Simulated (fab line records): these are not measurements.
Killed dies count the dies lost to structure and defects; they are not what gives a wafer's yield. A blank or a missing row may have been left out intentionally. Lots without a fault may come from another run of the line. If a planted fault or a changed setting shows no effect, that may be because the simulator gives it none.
fab line records	flow sky130
record: lots: 6	wafers: 18	last_day: 50
route steps=708 shown VIA3@585 METAL4@598 PAD_OPEN@708
lots untouched by any fault: they come from a run of this same line in which no faults occurred
start_h: start of the lot's first displayed wafer, in hours after the record's first day	wait_h: how many hours have passed since the lot's step before this one	" unchanged from the row above	L1.1+2: a single row standing in for several wafers	- either no value or no given start	* or withheld: withheld	< > ~ a bound
route shown NAME@n: NAME is a module with steps in the file, n the number in the route of the first one	usual: average and standard deviation across the fault-free wafers	same: alike in all rows	chamber/n: place in a boat	sites: each site's reading	_std_site: the values' standard deviation	_edge_site: inner sites' mean taken away from outer sites' mean	radius_mm: how far each site lies from the wafer's centre	mask NAME#n: copy n	behind: the most recent tool/chamber to have shaped the wafer	hold: cause of the lot's hold/its duration in hours/its outcome	device: which transistor (n, p or np) failed to switch	end of line: the same wafers' tests at the end of the route	a step with no rows: only its recipe	killed: at the first sort, the dies lost to defects and structure; wafer yield is something else	map: dies across one wafer; x = killed, . = not, _ = none there
set.NAME: setting as actually run; set.NAME@STEP: the setting as run at that earlier step	model.NAME: the simulator's own value behind a step, which no gauge read
certain route steps with their lots: each step a table, each wafer a row
services: from which hour (start_h, from the record's first day; less than 0 if before it) a tool's chamber was out of use, for how many hours, and why
== steps ==
step: SKY_VIA3_CD_MEAS_12
recipe: target_cd_nm: 200
usual: cd_nm: 199.9/1.5
lot.wafer	tool	chamber	start_h	wait_h	cd_nm
L316.1	cd_sem-01	-	934.77	-	199.4
L316.2	"	-	"	"	199.9
L316.3	"	-	"	"	201.3
L317.1	cd_sem-01	-	941.44	-	200.3
L317.2	"	-	"	"	198.8
L317.3	"	-	"	"	199.2
L322.1	cd_sem-01	-	988.94	-	199.5
L322.4	"	-	"	"	198.1
L322.5	"	-	"	"	197.2
L331.1	cd_sem-02	-	1045.66	-	199.4
L331.2	"	-	"	"	199.9
L331.4	"	-	"	"	199.1
L333.1	cd_sem-02	-	1059.94	-	200.7
L333.3	"	-	"	"	200.8
L333.5	"	-	"	"	199.7
L336.1	cd_sem-02	-	1073.44	-	202.1
L336.3	"	-	"	"	203.4
L336.5	"	-	"	"	202.3
step: SKY_VIA3_OVL_MEAS_13
usual: VIA3_OVL: 0/5
lot.wafer	tool	chamber	start_h	wait_h	VIA3_OVL[nm]
L316.1	overlay-02	-	934.89	0.1	-3
L316.2	"	-	"	"	-2
L316.3	"	-	"	"	-5
L317.1	overlay-02	-	941.56	0.1	4
L317.2	"	-	"	"	7
L317.3	"	-	"	"	3
L322.1	overlay-02	-	989.06	0.1	3
L322.4	"	-	"	"	-1
L322.5	"	-	"	"	3
L331.1	overlay-01	-	1045.78	0.1	-8
L331.2	"	-	"	"	-4
L331.4	"	-	"	"	-4
L333.1	overlay-01	-	1060.06	0.1	2
L333.3	"	-	"	"	2
L333.5	"	-	"	"	7
L336.1	overlay-02	-	1073.56	0.1	8
L336.3	"	-	"	"	6
L336.5	"	-	"	"	-1
step: SKY_VIA3_ETCH_14
recipe: chemistry: N2/H2	target: BARC	ion_energy_ev: 200	source_w: 500	bias_w: 100	pressure_mtorr: 30	n2_flow_sccm: 100	h2_flow_sccm: 200	stop_on: SiO2	time_s: 45.9	target_depth_a: 600
usual: drypump_motor_current_A: 5.8/0.41	oes_product_au: 0.853/0.0053	throttle_valve_pct: 13.225/0.0091
lot.wafer	tool	chamber	start_h	wait_h	drypump_motor_current_A	oes_product_au	rf_hours_counter_h	throttle_valve_pct
L316.1	rie_diel-01	3	934.93	0.0	6.3	0.848	13	13.226
L316.2	"	0	"	"	6.3	0.853	14	13.232
L316.3	"	2	"	"	5.4	0.846	6	13.229
L317.1	rie_diel-01	2	941.59	0.0	5.4	0.853	6	13.240
L317.2	"	3	"	"	6.2	0.852	13	13.241
L317.3	"	0	"	"	6.3	0.853	15	13.216
L322.1	rie_diel-01	0	989.10	0.0	6.3	0.859	16	13.244
L322.4	"	1	"	"	5.2	0.847	1	13.214
L322.5	"	1	"	"	5.3	0.855	-	13.211
L331.1	rie_diel-01	3	1045.81	0.0	6.2	0.862	16	13.236
L331.2	"	1	"	"	5.2	0.858	3	13.241
L331.4	"	2	"	"	5.4	0.858	9	13.244
L333.1	rie_diel-04	3	1060.10	0.0	6.0	0.858	31	13.233
L333.3	"	1	"	"	5.9	0.857	19	13.222
L333.5	"	2	"	"	5.9	0.867	-	13.222
L336.1	rie_diel-04	3	1073.60	0.0	6.0	0.855	31	13.236
L336.3	"	1	"	"	5.9	0.855	19	13.240
L336.5	"	3	"	"	6.0	0.844	-	13.226
step: SKY_VIA3_ETCH_15
recipe: target: SiO2	chemistry: C4F8/O2/Ar	target_depth_nm: 507	stop_on: TiN	mask_material: KrF-thick	source_w: 1500	bias_w: 1200	pressure_mtorr: 40	c4f8_flow_sccm: withheld	O2_flow_sccm: 6	Ar_flow_sccm: 300	time_s: 78
step: SKY_VIA3_STRIP_16
recipe: chemistry: O2/N2	power_w: 1400	pressure_mtorr: 1500	platen_temp_c: withheld	o2_flow_sccm: 3000	n2_flow_sccm: 300	overash_fraction: 0.5
usual: drypump_motor_current_A: 5.6/0.4	oes_product_au: 0.401/0.0045	strip_time_to_endpoint_s: 4.131/0.023
lot.wafer	tool	chamber	start_h	wait_h	drypump_motor_current_A	oes_product_au	rf_hours_counter_h	strip_time_to_endpoint_s
L316.1	plasma_asher-02	0	935.03	0.0	5.9	0.399	50	4.119
L316.2	"	1	"	"	5.1	0.395	50	4.111
L316.3	"	0	"	"	5.8	0.406	-	4.152
L317.1	plasma_asher-04	1	941.70	0.0	6.2	0.404	80	4.135
L317.2	"	0	"	"	5.8	0.398	80	4.101
L317.3	"	1	"	"	6.2	0.396	-	4.119
L322.1	plasma_asher-04	0	989.20	0.0	5.8	0.398	85	4.161
L322.4	"	1	"	"	6.2	0.404	-	4.151
L322.5	"	0	"	"	5.8	0.402	-	4.151
L331.1	plasma_asher-02	0	1045.92	0.0	5.8	0.392	62	4.135
L331.2	"	1	"	"	5.1	0.398	62	4.081
L331.4	"	1	"	"	5.1	0.413	-	4.112
L333.1	plasma_asher-04	1	1060.20	0.0	6.2	0.398	92	4.126
L333.3	"	0	"	"	5.8	0.402	-	4.096
L333.5	"	1	"	"	6.2	0.404	-	4.092
L336.1	plasma_asher-02	1	1073.70	0.0	5.1	0.397	65	4.146
L336.3	"	0	"	"	5.9	0.394	-	4.136
L336.5	"	0	"	"	5.9	0.408	-	4.160
step: SKY_VIA3_STRIP_17
recipe: chemistry: post_etch_residue_remover	time_s: 1200	temp_c: 72.5
step: SKY_VIA3_CLEAN_18
recipe: chemistry: IPA	time_s: 180	temp_c: 25
step: SKY_VIA3_CLEAN_19
recipe: chemistry: O3/DIW	dry: n2_spin
step: SKY_VIA3_SPUTTER_20
recipe: material: TiN	target_thk_nm: 20	chamber_pressure_pa: 5	power_w: 4000	time_s: 80
usual: chamber_pressure_pa: 5.000/0.0096	throttle_valve_pct: 29.7/1.1
lot.wafer	tool	chamber	start_h	wait_h	chamber_pressure_pa	throttle_valve_pct
L316.1	pvd_sputter-03	-	935.63	0.0	4.994	28.6
L316.2	"	-	"	"	4.997	28.4
L316.3	"	-	"	"	5.009	31.2
L317.1	pvd_sputter-02	-	942.35	0.0	5.003	29.9
L317.2	"	-	"	"	4.990	27.7
L317.3	"	-	"	"	4.986	29.9
L322.1	pvd_sputter-04	-	989.79	0.0	5.004	30.4
L322.4	"	-	"	"	5.011	29.9
L322.5	"	-	"	"	5.016	30.9
L331.1	pvd_sputter-04	-	1046.51	0.0	4.991	29.1
L331.2	"	-	"	"	5.002	30.5
L331.4	"	-	"	"	5.003	30.2
L333.1	pvd_sputter-02	-	1060.80	0.0	5.005	29.9
L333.3	"	-	"	"	5.000	27.9
L333.5	"	-	"	"	5.003	29.8
L336.1	pvd_sputter-04	-	1074.29	0.0	4.997	29.1
L336.3	"	-	"	"	5.000	29.7
L336.5	"	-	"	"	4.993	29.7
step: SKY_VIA3_CVD_21
recipe: material: W	target_thk_nm: 390	time_s: 117.31	temp_c: 400	pressure_torr: 40
usual: heater_power_w: 897/42
lot.wafer	tool	chamber	start_h	wait_h	heater_power_w	since_wet_clean_h
L316.1	cvd_w-01	1	935.69	0.0	842	18
L316.2	"	0	"	"	905	18
L316.3	"	1	"	"	827	-
L317.1	cvd_w-01	0	942.41	0.0	909	24
L317.2	"	1	"	"	818	24
L317.3	"	1	"	"	841	-
L322.1	cvd_w-02	0	989.85	0.0	937	586
L322.4	"	1	"	"	895	-
L322.5	"	0	"	"	938	-
L331.1	cvd_w-01	0	1046.57	0.0	874	129
L331.2	"	1	"	"	826	129
L331.4	"	0	"	"	895	-
L333.1	cvd_w-01	1	1060.86	0.0	842	143
L333.3	"	1	"	"	848	-
L333.5	"	0	"	"	907	-
L336.1	cvd_w-01	1	1074.35	0.0	846	156
L336.3	"	1	"	"	849	-
L336.5	"	0	"	"	888	-
step: SKY_VIA3_RS_MEAS_22
recipe: thk_meas_gauge: four-point-probe	reads: W_of_VIA3_CVD_21+TiN_of_VIA3_SPUTTER_20
usual: VIA3_W_RS: 0.294/0.0039
lot.wafer	tool	chamber	start_h	wait_h	VIA3_W_RS[ohm/sq]
L316.1	film_metro-04	-	935.81	0.1	0.293
L316.2	"	-	"	"	0.299
L316.3	"	-	"	"	0.295
L317.1	film_metro-01	-	942.54	0.1	0.294
L317.2	"	-	"	"	0.294
L317.3	"	-	"	"	0.292
L322.1	film_metro-02	-	989.97	0.1	0.288
L322.4	"	-	"	"	0.297
L322.5	"	-	"	"	0.287
L331.1	film_metro-02	-	1046.69	0.1	0.299
L331.2	"	-	"	"	0.295
L331.4	"	-	"	"	0.304
L333.1	film_metro-04	-	1060.98	0.1	0.290
L333.3	"	-	"	"	0.294
L333.5	"	-	"	"	0.299
L336.1	film_metro-04	-	1074.48	0.1	0.298
L336.3	"	-	"	"	0.295
L336.5	"	-	"	"	0.298
step: SKY_VIA3_THK_MEAS_23
recipe: thk_meas_gauge: xrf	reads: W_of_VIA3_CVD_21
usual: VIA3_W_THK: 396/5.6
lot.wafer	tool	chamber	start_h	wait_h	VIA3_W_THK[nm]
L316.1	film_metro-04	-	935.93	0.1	398
L316.2	"	-	"	"	391
L316.3	"	-	"	"	395
L317.1	film_metro-01	-	942.66	0.1	398
L317.2	"	-	"	"	399
L317.3	"	-	"	"	401
L322.1	film_metro-02	-	990.09	0.1	403
L322.4	"	-	"	"	392
L322.5	"	-	"	"	407
L331.1	film_metro-02	-	1046.81	0.1	386
L331.2	"	-	"	"	393
L331.4	"	-	"	"	379
L333.1	film_metro-04	-	1061.10	0.1	399
L333.3	"	-	"	"	395
L333.5	"	-	"	"	389
L336.1	film_metro-04	-	1074.60	0.1	388
L336.3	"	-	"	"	394
L336.5	"	-	"	"	388
step: SKY_VIA3_CMP_24
recipe: stop_on: SiO2	t_overpolish_s: 20	down_force_psi: 3.5	platen_rpm: 60	target_thk_nm: 0	pad_velocity_m_s: 0.94248
usual: motor_current_A: 10.8/1.3	overpolish_run_s: 19.999/0.0091	slurry_flow_ml_min: 150.0/0.49	t_overpolish_s: 20/0	time_to_endpoint_s: 92/3.4
lot.wafer	tool	chamber	start_h	wait_h	motor_current_A	overpolish_run_s	slurry_flow_ml_min	t_overpolish_s	time_to_endpoint_s
L316.2	cmp-02	0	935.99	0.0	10.3	20.000	150.2	20	95
L316.3	"	2	"	"	10.6	20.005	149.8	20	94
L316.1	"	3	"	"	9.2	19.996	149.4	20	97
L317.1	cmp-02	1	942.72	0.1	12.9	20.002	149.2	20	88
L317.2	"	2	"	"	10.7	19.996	149.9	20	93
L317.3	"	0	"	"	10.4	20.009	150.1	20	91
L322.4	cmp-02	2	990.15	0.0	10.9	19.976	150.3	20	94
L322.1	"	1	"	"	12.9	20.001	149.6	20	92
L322.5	"	3	"	"	9.4	19.976	150.7	20	99
L331.4	cmp-02	0	1047.03	0.2	11.2	18.257	148.9	18.257	93
L331.2	"	1	"	"	12.7	19.990	149.9	20	94
L331.1	"	3	"	"	9.4	19.992	150.5	20	92
L333.3	cmp-02	0	1061.16	0.0	10.4	18.249	150.6	18.257	95
L333.1	"	3	"	"	9.4	19.987	150.0	20	95
L333.5	"	0	"	"	11.2	18.248	150.0	18.257	88
L336.1	cmp-01	1	1074.71	0.1	12.8	19.997	150.1	20	92
L336.3	"	3	"	"	11.4	20.001	150.9	20	91
L336.5	"	1	"	"	12.5	20.008	150.4	20	89
step: SKY_METAL4_SPUTTER_00
recipe: material: Ti	target_thk_nm: 15	power_w: 3000	time_s: 10	chamber_pressure_pa: 0.4
usual: chamber_pressure_pa: 0.4000/0.00079	throttle_valve_pct: 30.0/1.3
lot.wafer	tool	chamber	start_h	wait_h	chamber_pressure_pa	throttle_valve_pct
L316.1	pvd_sputter-03	-	936.29	0.1	0.3994	28.6
L316.2	"	-	"	"	0.3988	29.0
L316.3	"	-	"	"	0.3998	31.5
L317.1	pvd_sputter-03	-	943.02	0.2	0.3986	31.7
L317.2	"	-	"	"	0.4003	31.5
L317.3	"	-	"	"	0.3999	28.5
L322.1	pvd_sputter-02	-	990.45	0.1	0.4005	30.2
L322.4	"	-	"	"	0.4011	27.8
L322.5	"	-	"	"	0.4007	27.8
L331.1	pvd_sputter-03	-	1047.33	0.1	0.3994	31.4
L331.2	"	-	"	"	0.4013	31.3
L331.4	"	-	"	"	0.4006	28.9
L333.1	pvd_sputter-03	-	1061.46	0.1	0.4001	29.0
L333.3	"	-	"	"	0.3987	28.3
L333.5	"	-	"	"	0.4009	28.9
L336.1	pvd_sputter-03	-	1074.96	0.2	0.4014	31.4
L336.3	"	-	"	"	0.4005	29.1
L336.5	"	-	"	"	0.4005	31.4
step: SKY_PAD_OPEN_PROBE_99
usual: defect_limited_yield: 82.0/1.9	killed_at_M0_to_M3: 45/6.9	killed_at_M4_up: 3.0/1.7	killed_at_contacts: 25/5.6	killed_at_front_end: 15/4.2	killed_at_other: 0.3/0.55	killed_dies: 89/9.6	killed_open: 49/7.2	killed_short: 39/6.5	sort_bin_3_pad_short: 0.9/0.44	sort_bin_5_function: 10.7/1.4	sort_bin_6_memory: 6.4/1.3	sort_n_pass: 403/9.6	sort_yield_pct: 82.0/1.9
same: gross_dies: 492	killed_at_back_side: 0	sort_bin_4_leakage[%]: 0	sort_bin_8_speed[%]: 0
lot.wafer	tool	chamber	start_h	wait_h	defect_limited_yield[%]	killed_at_M0_to_M3	killed_at_M4_up	killed_at_contacts	killed_at_front_end	killed_at_other	killed_dies	killed_open	killed_short	sort_bin_3_pad_short[%]	sort_bin_5_function[%]	sort_bin_6_memory[%]	sort_n_pass	sort_yield_pct[%]
L316.1	prober-02	-	1080.99	0.1	78.9	47	1	31	25	0	104	56	48	0.6	15.0	5.5	388	78.9
L316.2	prober-02	-	1081.04	0.1	81.5	58	2	19	12	0	91	50	41	0.6	8.9	8.9	401	81.5
L316.3	prober-02	-	1081.09	0.2	78.3	60	3	30	14	0	107	60	47	0.4	13.4	7.9	385	78.3
L317.1	prober-01	-	1087.94	0.1	83.1	50	2	23	8	0	83	42	41	1.2	9.8	5.9	409	83.1
L317.2	prober-01	-	1087.99	0.1	82.1	51	6	22	9	0	88	49	38	0.8	10.8	6.3	404	82.1
L317.3	prober-01	-	1088.04	0.2	80.7	48	4	22	21	0	95	56	39	1.0	10.0	8.3	397	80.7
L322.1	prober-02	-	1127.09	0.1	82.1	44	6	26	12	0	88	40	48	1.2	11.6	5.1	404	82.1
L322.4	prober-02	-	1127.24	0.2	80.5	50	2	29	14	1	96	57	39	0	11.0	8.5	396	80.5
L322.5	prober-02	-	1127.29	0.2	84.1	40	2	24	12	0	78	39	39	0.2	9.3	6.3	414	84.1
L331.1	prober-02	-	1171.10	0.1	84.1	39	6	21	11	1	78	50	28	1.0	8.7	6.1	414	84.1
L331.2	prober-02	-	1171.15	0.1	79.5	49	1	26	25	0	101	62	39	0.6	11.6	8.3	391	79.5
L331.4	prober-02	-	1171.25	0.2	80.5	56	4	19	17	0	96	50	46	0.4	11.2	7.9	396	80.5
L333.1	prober-02	-	1183.02	0.1	78.3	58	5	30	13	1	107	52	55	1.4	10.4	10.0	385	78.3
L333.3	prober-02	-	1183.12	0.2	83.1	39	1	29	14	0	83	47	35	1.0	8.5	7.3	409	83.1
L333.5	prober-02	-	1183.22	0.2	79.9	47	4	29	19	0	99	51	46	1.0	12.2	6.9	393	79.9
L336.1	prober-01	-	1193.68	0.1	80.5	42	3	32	19	0	96	51	45	1.0	11.8	6.7	396	80.5
L336.3	prober-01	-	1193.78	0.2	82.1	45	2	19	22	0	88	53	35	0.6	10.6	6.7	404	82.1
L336.5	prober-01	-	1193.88	0.2	80.1	47	8	24	19	0	98	55	43	0.4	12.4	7.1	394	80.1
killed by level:class
L316.1 VIA1:geometric_particle:open=15 FIELD_ISO:geometric_particle:short=13 VIA2:geometric_particle:open=9 CONTACT:geometric_particle:short=8 CONTACT:geometric_particle:open=8 FIELD_ISO:geometric_particle:open=7 LI_CONTACT:geometric_particle:open=7 VIA3:geometric_particle:open=5
L316.2 VIA1:geometric_particle:open=11 METAL1:geometric_particle:short=10 CONTACT:geometric_particle:open=9 VIA3:geometric_particle:open=9 VIA2:geometric_particle:open=8 METAL1:geometric_particle:open=5 VIA1:geometric_particle:short=5 POLY_GATE:geometric_particle:short=4
L316.3 CONTACT:geometric_particle:open=12 VIA3:geometric_particle:open=12 METAL2:geometric_particle:short=11 VIA2:geometric_particle:open=9 VIA1:geometric_particle:open=9 FIELD_ISO:geometric_particle:open=6 LI_CONTACT:geometric_particle:open=6 FIELD_ISO:geometric_particle:short=5
L317.1 VIA1:geometric_particle:open=10 CONTACT:geometric_particle:open=8 METAL2:geometric_particle:short=8 METAL3:geometric_particle:short=6 VIA3:geometric_particle:open=6 VIA2:geometric_particle:short=5 LI_CONTACT:geometric_particle:open=5 VIA2:geometric_particle:open=5
L317.2 VIA3:geometric_particle:open=9 VIA1:geometric_particle:open=9 LI_CONTACT:geometric_particle:open=8 CONTACT:geometric_particle:open=7 VIA1:geometric_particle:short=6 VIA2:geometric_particle:open=5 POLY_GATE:geometric_particle:short=4 LI_CONTACT:geometric_particle:short=4
L317.3 VIA1:geometric_particle:open=13 LI_CONTACT:geometric_particle:open=9 VIA2:geometric_particle:open=8 METAL1:geometric_particle:short=7 POLY_GATE:geometric_particle:open=6 VIA3:geometric_particle:open=6 POLY_GATE:geometric_particle:short=5 CONTACT:geometric_particle:open=5
L322.1 VIA2:geometric_particle:open=10 VIA1:geometric_particle:open=9 LOCAL_INTERCONNECT:geometric_particle:short=8 VIA1:geometric_particle:short=6 LI_CONTACT:geometric_particle:open=5 CONTACT:geometric_particle:open=5 METAL4:geometric_particle:short=5 METAL2:geometric_particle:short=5
L322.4 CONTACT:geometric_particle:open=11 VIA1:geometric_particle:open=10 VIA3:geometric_particle:open=10 VIA2:geometric_particle:open=9 LI_CONTACT:geometric_particle:open=8 VIA1:geometric_particle:short=6 CONTACT:geometric_particle:short=5 METAL1:geometric_particle:short=5
L322.5 VIA3:geometric_particle:open=8 LOCAL_INTERCONNECT:geometric_particle:short=7 CONTACT:geometric_particle:open=7 VIA1:geometric_particle:open=7 METAL2:geometric_particle:short=6 FIELD_ISO:geometric_particle:short=5 LI_CONTACT:geometric_particle:open=5 CONTACT:geometric_particle:short=5
L331.1 CONTACT:geometric_particle:open=11 VIA1:geometric_particle:open=10 VIA2:geometric_particle:open=9 VIA3:geometric_particle:open=9 METAL4:geometric_particle:short=5 FIELD_ISO:geometric_particle:open=3 LOCAL_INTERCONNECT:geometric_particle:short=3 CONTACT:geometric_particle:short=3
L331.2 VIA1:geometric_particle:open=13 CONTACT:geometric_particle:open=8 VIA2:geometric_particle:open=8 FIELD_ISO:geometric_particle:open=7 LI_CONTACT:geometric_particle:open=7 POLY_GATE:geometric_particle:open=6 CONTACT:geometric_particle:short=6 METAL1:geometric_particle:short=6
L331.4 METAL1:geometric_particle:short=10 VIA3:geometric_particle:open=8 VIA1:geometric_particle:open=7 METAL2:geometric_particle:short=7 VIA2:geometric_particle:open=7 FIELD_ISO:geometric_particle:open=6 LI_CONTACT:geometric_particle:open=6 VIA2:geometric_particle:short=5
L333.1 VIA1:geometric_particle:open=17 LI_CONTACT:geometric_particle:open=9 CONTACT:geometric_particle:short=9 VIA3:geometric_particle:open=8 VIA1:geometric_particle:short=7 METAL1:geometric_particle:short=6 CONTACT:geometric_particle:open=5 VIA2:geometric_particle:short=5
L333.3 CONTACT:geometric_particle:open=16 VIA1:geometric_particle:open=9 VIA1:geometric_particle:short=7 VIA3:geometric_particle:open=7 VIA2:geometric_particle:open=6 FIELD_ISO:geometric_particle:short=5 METAL1:geometric_particle:short=4 LI_CONTACT:geometric_particle:open=4
L333.5 VIA1:geometric_particle:open=13 CONTACT:geometric_particle:open=8 FIELD_ISO:geometric_particle:short=8 LI_CONTACT:geometric_particle:open=7 VIA2:geometric_particle:open=7 CONTACT:geometric_particle:short=6 VIA1:geometric_particle:short=6 LI_CONTACT:geometric_particle:short=5
L336.1 CONTACT:geometric_particle:open=13 VIA1:geometric_particle:open=9 VIA3:geometric_particle:open=9 VIA1:geometric_particle:short=8 CONTACT:geometric_particle:short=7 FIELD_ISO:geometric_particle:short=6 LI_CONTACT:geometric_particle:open=6 VIA2:geometric_particle:open=6
L336.3 VIA1:geometric_particle:open=19 VIA3:geometric_particle:open=8 FIELD_ISO:geometric_particle:open=7 CONTACT:geometric_particle:short=6 LI_CONTACT:geometric_particle:open=6 VIA2:geometric_particle:open=6 POLY_GATE:geometric_particle:short=5 POLY_GATE:geometric_particle:open=5
L336.5 VIA3:geometric_particle:open=11 CONTACT:geometric_particle:open=10 VIA1:geometric_particle:open=8 LI_CONTACT:geometric_particle:open=7 METAL1:geometric_particle:short=7 METAL4:geometric_particle:short=6 VIA2:geometric_particle:open=5 FIELD_ISO:geometric_particle:short=4
== services ==
tool	chamber	start_h	hours	kind
cmp-01	-	912.21	4.0	pm
rie_diel-04	0	913.14	2.5	repair
pvd_sputter-04	-	913.38	1.6	repair
cmp-01	-	916.21	-	consumable_replace:conditioner
cmp-01	-	916.21	-	consumable_replace:pad
cvd_w-01	0	918.00	-	clean
cvd_w-01	1	918.00	-	clean
rie_diel-01	1	920.81	-	clean
rie_diel-01	1	920.81	22.5	scheduled_down
rie_diel-01	1	920.81	22.5	vent_cycle
cmp-02	-	952.26	1.2	repair
pvd_sputter-02	-	965.01	2.7	repair
rie_diel-04	2	971.29	7.3	repair
cmp-01	-	984.01	0.5	repair
cmp-01	-	994.52	0.3	repair
cmp-02	-	997.77	0.5	repair
cmp-01	-	1008.67	18.0	pm
pvd_sputter-04	-	1010.48	1.7	repair
pvd_sputter-02	-	1042.02	13.8	repair
cmp-02	-	1063.41	6.4	pm
pvd_sputter-02	-	1067.48	12.5	repair
== key ==
first_sign: step: SKY_VIA3_CMP_24	reading: t_overpolish_s	direction: down	sigmas: 99+	usual: 20	struck: 18.257
effect: step: SKY_VIA3_CMP_24	reading: overpolish_run_s	direction: down	sigmas: 99+	usual: 19.999	struck: 18.251
met_at SKY_VIA3_CMP_24
struck_wafers L331.4,L333.3,L333.5
onset_between 942.72 1047.03
fault: kind: process_parameter_drift	tool: cmp-02	chamber: 0	onset_h: 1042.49	steps: SKY_VIA3_CMP_24	channel: t_overpolish_s	offset: -1.7427	shape: step	end_h: 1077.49	acts_in: these_recipes_only	stated: 20
